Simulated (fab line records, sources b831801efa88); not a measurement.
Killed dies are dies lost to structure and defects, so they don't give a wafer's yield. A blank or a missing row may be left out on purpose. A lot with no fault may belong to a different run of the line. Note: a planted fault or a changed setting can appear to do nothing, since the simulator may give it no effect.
Which tool is to blame?	flow gf180mcu	10 lots with 30 wafers sampled at 5 steps, on a route of 602 steps

WHAT THE GAUGES READ, wafer by wafer
GF_PASSIVATION_THK_MEAS_01.
lot	measured	on	PASSIVATION_CVD_00_THK (nm)
L683	day 29 06:10	film-metro-02	971 999 1004
L684	day 29 10:09	film-metro-01	988 1011 1001
L685	day 29 11:04	film-metro-02	990 1006 995
L686	day 29 13:50	film-metro-01	980 1013 992
L688	day 30 00:59	film-metro-01	994 1004 1010
L689	day 30 22:07	film-metro-02	998 990 1004
L696	day 32 01:58	film-metro-01	977 998 984
L697	day 32 11:45	film-metro-01	981 1004 994
L700	day 33 04:11	film-metro-02	817 1005 1002 818 1006 1003
L705	day 34 02:19	film-metro-03	995 982 1014

WHAT TOOL EACH LOT RAN ON (gives the tool, then ch and the chambers of the sampled wafers, and finally the start)
lot	GF_M5_METAL_ETCH_10	GF_M5_STRIP_11	GF_TOP_METAL_STRIP_17	GF_PASSIVATION_CVD_00
L683	rie-metal-03 ch 0,1, day 27 10:55	plasma-asher-03 ch 1, day 27 11:02	plasma-asher-04 ch 1, day 29 05:31	pecvd-04 ch 0,1,2, day 29 06:05
L684	rie-metal-03 ch 0,1, day 27 15:10	plasma-asher-03 ch 0,1, day 27 15:16	plasma-asher-02 ch 0,1, day 29 09:33	pecvd-03 ch 0,1, day 29 10:04
L685	rie-metal-02 ch 0,1, day 27 15:28	plasma-asher-02 ch 0, day 27 15:35	plasma-asher-02 ch 1, day 29 10:25	pecvd-03 ch 0,1, day 29 10:59
L686	rie-metal-01 ch 0,1, day 27 18:25	plasma-asher-03 ch 0,1, day 27 18:32	plasma-asher-02 ch 0,1, day 29 13:13	pecvd-04 ch 0,1,2, day 29 13:46
L688	rie-metal-03 ch 0,1, day 28 05:19	plasma-asher-03 ch 0,1, day 28 05:26	plasma-asher-04 ch 0,1, day 30 00:20	pecvd-03 ch 0,1,2, day 30 00:55
L689	rie-metal-01 ch 0,1, day 29 04:19	plasma-asher-02 ch 0,1, day 29 04:26	plasma-asher-04 ch 0,1, day 30 21:31	pecvd-02 ch 0,1,2, day 30 22:02
L696	rie-metal-02 ch 1, day 30 09:55	plasma-asher-02 ch 0,1, day 30 10:08	plasma-asher-04 ch 0,1, day 32 01:22	pecvd-03 ch 0,1,2, day 32 01:54
L697	rie-metal-02 ch 1, day 30 21:29	plasma-asher-02 ch 0,1, day 30 21:40	plasma-asher-02 ch 0,1, day 32 11:09	pecvd-03 ch 0,2, day 32 11:39
L700	rie-metal-03 ch 0,1, day 31 15:07	plasma-asher-04 ch 1, day 31 15:13	plasma-asher-02 ch 0,1, day 33 03:31	pecvd-03 ch 0,1,2, day 33 04:06
L705	rie-metal-03 ch 0,1, day 32 15:09	plasma-asher-02 ch 0,1, day 32 15:16	plasma-asher-02 ch 0,1, day 34 01:42	pecvd-04 ch 0,1,2, day 34 02:14
- GF_M5_METAL_ETCH_10: etches the open film in Cl2/BCl3, stops on SiO2, target depth 627.5 nm, time 99.69 s.
- GF_M5_STRIP_11: strips in O2/N2.
- GF_TOP_METAL_STRIP_17: strips in O2/N2.
- GF_PASSIVATION_CVD_00: deposits SiO2 from TEOS, target thk 1000 nm, time 111.95 s.

WHAT THE TOOLS THEMSELVES READ (means of the sampled wafers that have a number; where no wafer has one, the mark that the record gives instead)
GF_M5_METAL_ETCH_10.
lot	tool	bias-w (W)	drypump-motor-current-A (A)	oes-product-au (a.u.)	throttle-valve-pct (%)
L683	rie-metal-03	139.8	5.2	0.994	28.225
L684	rie-metal-03	139.8	5.2	0.985	28.225
L685	rie-metal-02	139.9	6.0	0.992	28.238
L686	rie-metal-01	140.1	6.3	0.981	28.243
L688	rie-metal-03	140.0	5.5	0.993	28.229
L689	rie-metal-01	139.9	6.3	0.980	28.237
L696	rie-metal-02	139.9	6.1	0.983	28.239
L697	rie-metal-02	139.8	6.1	0.993	28.229
L700	rie-metal-03	139.8	5.3	0.998	28.225
L705	rie-metal-03	140.0	5.4	0.990	28.227

GF_M5_STRIP_11.
lot	tool	drypump-motor-current-A (A)	heater-power-w (W)	oes-product-au (a.u.)	strip-time-to-endpoint-s (s)
L683	plasma-asher-03	6.2	290	0.550	7.63
L684	plasma-asher-03	6.4	296	0.555	7.70
L685	plasma-asher-02	5.5	306	0.547	7.66
L686	plasma-asher-03	6.4	300	0.550	7.70
L688	plasma-asher-03	6.4	303	0.547	7.62
L689	plasma-asher-02	5.4	308	0.552	7.74
L696	plasma-asher-02	5.4	308	0.556	7.71
L697	plasma-asher-02	5.4	311	0.550	7.65
L700	plasma-asher-04	6.2	310	0.551	7.61
L705	plasma-asher-02	5.5	310	0.546	7.62

GF_TOP_METAL_STRIP_17.
lot	tool	drypump-motor-current-A (A)	heater-power-w (W)	oes-product-au (a.u.)	strip-time-to-endpoint-s (s)
L683	plasma-asher-04	6.2	306	0.711	13.30
L684	plasma-asher-02	5.4	308	0.712	13.24
L685	plasma-asher-02	5.3	312	0.710	13.44
L686	plasma-asher-02	5.4	312	0.707	13.30
L688	plasma-asher-04	6.0	341	0.708	13.39
L689	plasma-asher-04	5.7	373	0.712	13.28
L696	plasma-asher-04	5.7	367	0.714	13.42
L697	plasma-asher-02	5.4	308	0.711	13.30
L700	plasma-asher-02	5.4	310	0.709	13.38
L705	plasma-asher-02	5.5	308	0.714	13.18

GF_PASSIVATION_CVD_00.
lot	tool	heater-power-w (W)	susceptor-temp-C (C)
L683	pecvd-04	539	399.99
L684	pecvd-03	625	399.63
L685	pecvd-03	644	400.03
L686	pecvd-04	525	400.05
L688	pecvd-03	648	400.01
L689	pecvd-02	627	400.18
L696	pecvd-03	611	399.92
L697	pecvd-03	605	399.81
L700	pecvd-03	618	400.04
L705	pecvd-04	509	400.02

THE ANSWER, worked out from the rows above alone
Rule: usual is defined by the lots themselves. The widest of any qualifying gaps counts: lots, ordered by their means at a reading, are off when they make up no more than a third of the lots, leave a main group of 4 or more, and stand apart from it by 3 or more times the standard deviation of that group's means. The tables above print the reading to a certain number of digits; a main group whose means all agree to those digits is not used. A lot without any number at a reading at which 4 lots or more have one is off too. The other lots that the step has rows for count as sound. After the gauges, taken in route order, come the tools' own readings; for these a lot's mean is taken, as printed above. At the first step where some lot is off, the reading lying furthest off is the one used; lots without a number count as furthest.
Off: at GF_PASSIVATION_THK_MEAS_01 (PASSIVATION_CVD_00_THK), L700. The main group has a mean of 996 nm with a standard deviation of 4.6.
A tool fits if, at a process step before that reading, it ran every lot that is off, and no sound lot after the first of them. Those tools and the gauges at GF_PASSIVATION_THK_MEAS_01 are tried in the same way. Can't be told from this: 3 tools fit, plasma-asher-04 at GF_M5_STRIP_11, pecvd-03 at GF_PASSIVATION_CVD_00, film-metro-02 at GF_PASSIVATION_THK_MEAS_01.

WHAT THE SIMULATOR HAD PUT IN
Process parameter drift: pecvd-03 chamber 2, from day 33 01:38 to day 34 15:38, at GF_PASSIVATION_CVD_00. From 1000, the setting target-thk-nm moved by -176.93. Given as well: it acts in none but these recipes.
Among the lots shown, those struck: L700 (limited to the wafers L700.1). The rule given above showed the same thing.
